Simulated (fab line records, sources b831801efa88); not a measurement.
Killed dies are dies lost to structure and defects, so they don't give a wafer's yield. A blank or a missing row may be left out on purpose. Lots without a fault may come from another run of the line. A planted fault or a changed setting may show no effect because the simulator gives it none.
Which tool did it? | flow sky130 | 13 lots, 39 wafers sampled, at 4 steps of a route of 708

WHAT THE GAUGES READ, wafer by wafer
The record holds no reading of a measuring or inspecting step that can be judged against a usual standard deviation.

WHICH TOOL RAN EACH LOT (tool, then ch and the chambers of the sampled wafers, then the start)
lot  | SKY_LDD_N_IMPLANT_15            | SKY_METAL2_SPUTTER_02        | SKY_VIA2_ETCH_14                   | SKY_VIA2_CVD_21
L226 | implanter-02 ch 0, day 17 13:37 | pvd_sputter-02, day 33 23:48 | rie_diel-04 ch 1,2,3, day 36 05:23 | cvd_w-01 ch 0,1, day 36 06:29
L229 | implanter-04 ch 0, day 19 02:05 | pvd_sputter-02, day 35 06:56 | rie_diel-02 ch 1,2,3, day 37 12:17 | cvd_w-02 ch 0,1, day 37 13:10
L231 | implanter-02 ch 0, day 19 14:23 | pvd_sputter-02, day 35 19:59 | rie_diel-01 ch 2,3, day 38 01:38   | cvd_w-01 ch 0,1, day 38 02:23
L232 | implanter-01 ch 0, day 20 06:34 | pvd_sputter-02, day 36 05:47 | rie_diel-01 ch 0,1,3, day 38 11:53 | cvd_w-01 ch 0,1, day 38 12:43
L233 | implanter-04 ch 0, day 20 14:42 | pvd_sputter-02, day 36 12:18 | rie_diel-04 ch 1,2,3, day 38 17:08 | cvd_w-01 ch 0,1, day 38 17:56
L237 | implanter-04 ch 0, day 22 02:55 | pvd_sputter-03, day 37 22:23 | rie_diel-04 ch 0,2,3, day 40 04:37 | cvd_w-01 ch 0,1, day 40 05:28
L240 | implanter-04 ch 0, day 22 19:52 | pvd_sputter-01, day 38 10:08 | rie_diel-04 ch 0,1,3, day 40 13:26 | cvd_w-02 ch 0,1, day 40 14:15
L242 | implanter-02 ch 0, day 23 11:14 | pvd_sputter-03, day 38 20:38 | rie_diel-02 ch 0,2,3, day 40 22:26 | cvd_w-02 ch 0, day 40 23:16
L243 | implanter-02 ch 0, day 24 02:07 | pvd_sputter-03, day 39 11:30 | rie_diel-04 ch 1,2, day 41 13:26   | cvd_w-01 ch 0,1, day 41 14:14
L244 | implanter-01 ch 0, day 24 09:26 | pvd_sputter-01, day 39 13:56 | rie_diel-01 ch 1,2, day 41 16:16   | cvd_w-02 ch 0,1, day 41 17:04
L245 | implanter-02 ch 0, day 24 20:23 | pvd_sputter-02, day 40 00:18 | rie_diel-04 ch 0,2,3, day 42 01:59 | cvd_w-02 ch 0,1, day 42 02:46
L246 | implanter-01 ch 0, day 25 03:27 | pvd_sputter-02, day 40 07:46 | rie_diel-01 ch 0,1,3, day 42 09:41 | cvd_w-02 ch 0,1, day 42 10:27
L248 | implanter-02 ch 0, day 25 20:41 | pvd_sputter-02, day 40 17:48 | rie_diel-04 ch 0,1,2, day 42 20:04 | cvd_w-02 ch 0,1, day 42 20:50
- SKY_LDD_N_IMPLANT_15
- SKY_METAL2_SPUTTER_02: material AlCu, target thk 250 nm, time 13.3 s.
- SKY_VIA2_ETCH_14: etches BARC in N2/H2, stops on SiO2, time 45.9 s, target depth 60 nm.
- SKY_VIA2_CVD_21: deposits W, target thk 420 nm, time 126.4 s.

WHAT THE TOOLS THEMSELVES READ (means of the sampled wafers that have a number; where no wafer has one, the mark that the record gives instead)
SKY_LDD_N_IMPLANT_15.
lot  | tool         | dose_ions_cm2 | faraday_current_uA | tilt_deg (degrees)
L226 | implanter-02 | 5e+12         | 27.9               | 30.009
L229 | implanter-04 | 5e+12         | 28.4               | 30.018
L231 | implanter-02 | 5e+12         | 27.8               | 29.992
L232 | implanter-01 | 5e+12         | 28.1               | 29.985
L233 | implanter-04 | 5e+12         | 27.8               | 30.009
L237 | implanter-04 | 3e+12         | 17.0               | 30.015
L240 | implanter-04 | 3e+12         | 17.3               | 30.001
L242 | implanter-02 | 5e+12         | 28.6               | 30.031
L243 | implanter-02 | 5e+12         | 28.5               | 29.957
L244 | implanter-01 | 5e+12         | 27.8               | 30.005
L245 | implanter-02 | 5e+12         | 28.0               | 29.987
L246 | implanter-01 | 5e+12         | 28.2               | 30.031
L248 | implanter-02 | 5e+12         | 28.2               | 30.011

SKY_METAL2_SPUTTER_02.
lot  | tool           | throttle_valve_pct (%)
L226 | pvd_sputter-02 | 29.1
L229 | pvd_sputter-02 | 30.3
L231 | pvd_sputter-02 | 28.6
L232 | pvd_sputter-02 | 30.4
L233 | pvd_sputter-02 | 29.6
L237 | pvd_sputter-03 | 30.3
L240 | pvd_sputter-01 | 30.5
L242 | pvd_sputter-03 | 29.7
L243 | pvd_sputter-03 | 29.5
L244 | pvd_sputter-01 | 30.5
L245 | pvd_sputter-02 | 30.5
L246 | pvd_sputter-02 | 29.8
L248 | pvd_sputter-02 | 30.4

SKY_VIA2_ETCH_14.
lot  | tool        | drypump_motor_current_A (A) | oes_product_au (a.u.) | throttle_valve_pct (%)
L226 | rie_diel-04 | 5.5                         | 0.852                 | 13.229
L229 | rie_diel-02 | 5.1                         | 0.858                 | 13.217
L231 | rie_diel-01 | 5.7                         | 0.856                 | 13.224
L232 | rie_diel-01 | 5.8                         | 0.858                 | 13.224
L233 | rie_diel-04 | 5.5                         | 0.853                 | 13.226
L237 | rie_diel-04 | 5.7                         | 0.857                 | 13.219
L240 | rie_diel-04 | 5.9                         | 0.854                 | 13.218
L242 | rie_diel-02 | 5.1                         | 0.847                 | 13.229
L243 | rie_diel-04 | 5.4                         | 0.857                 | 13.226
L244 | rie_diel-01 | 5.9                         | 0.853                 | 13.220
L245 | rie_diel-04 | 5.8                         | 0.851                 | 13.218
L246 | rie_diel-01 | 5.7                         | 0.857                 | 13.216
L248 | rie_diel-04 | 5.5                         | 0.850                 | 13.224

SKY_VIA2_CVD_21.
lot  | tool     | heater_power_w (W)
L226 | cvd_w-01 | 814
L229 | cvd_w-02 | 911
L231 | cvd_w-01 | 837
L232 | cvd_w-01 | 830
L233 | cvd_w-01 | 811
L237 | cvd_w-01 | 845
L240 | cvd_w-02 | 883
L242 | cvd_w-02 | 878
L243 | cvd_w-01 | 839
L244 | cvd_w-02 | 883
L245 | cvd_w-02 | 899
L246 | cvd_w-02 | 870
L248 | cvd_w-02 | 879

THE ANSWER, worked out from the rows above alone
Rule: what is usual is taken from the lots themselves. Put in order of their means at a reading, lots are off if they are a third of the lots or fewer, leave a main group of 4 or more, and stand apart from it by a gap of 3 or more times the standard deviation of the main group's means; of several such gaps the widest counts. A main group whose means are all the same, to the digits that the tables above print for the reading, isn't used. A lot without any number at a reading at which 4 lots or more have one is off too. The other lots that the step has rows for count as sound. The gauges are gone through in route order, then the tools' own readings, and for those a lot's mean is taken as printed above. The first step at which some lot is off is used, and at that step the reading that is off furthest; a lot without a number counts as furthest.
Off: L237, L240, at SKY_LDD_N_IMPLANT_15 (faraday_current_uA). The main group: mean 28.1, standard deviation 0.28.
A tool fits if, at that step or a process step before it, it ran every lot that is off, and no sound lot after the first of them. One fits: implanter-04 at SKY_LDD_N_IMPLANT_15. Its last sound lot is L233 (day 20 14:42), its first lot that is off L237 (day 22 02:55): a fault that began between those two fits.
The tool's own readings at SKY_LDD_N_IMPLANT_15 bear it out: on the lots that are off they differ by more than 5 times the standard deviation of the sound lots' means. dose_ions_cm2 reads 3e+12 there against 5e+12 on the sound lots; faraday_current_uA reads 17.1 there against 28.1 on the sound lots.

WHAT THE SIMULATOR HAD PUT IN
Process parameter drift: implanter-04, from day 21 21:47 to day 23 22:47, at SKY_LDD_N_IMPLANT_15. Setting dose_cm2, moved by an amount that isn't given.
Lots struck among those shown: L237, L240. The rule above found the same.
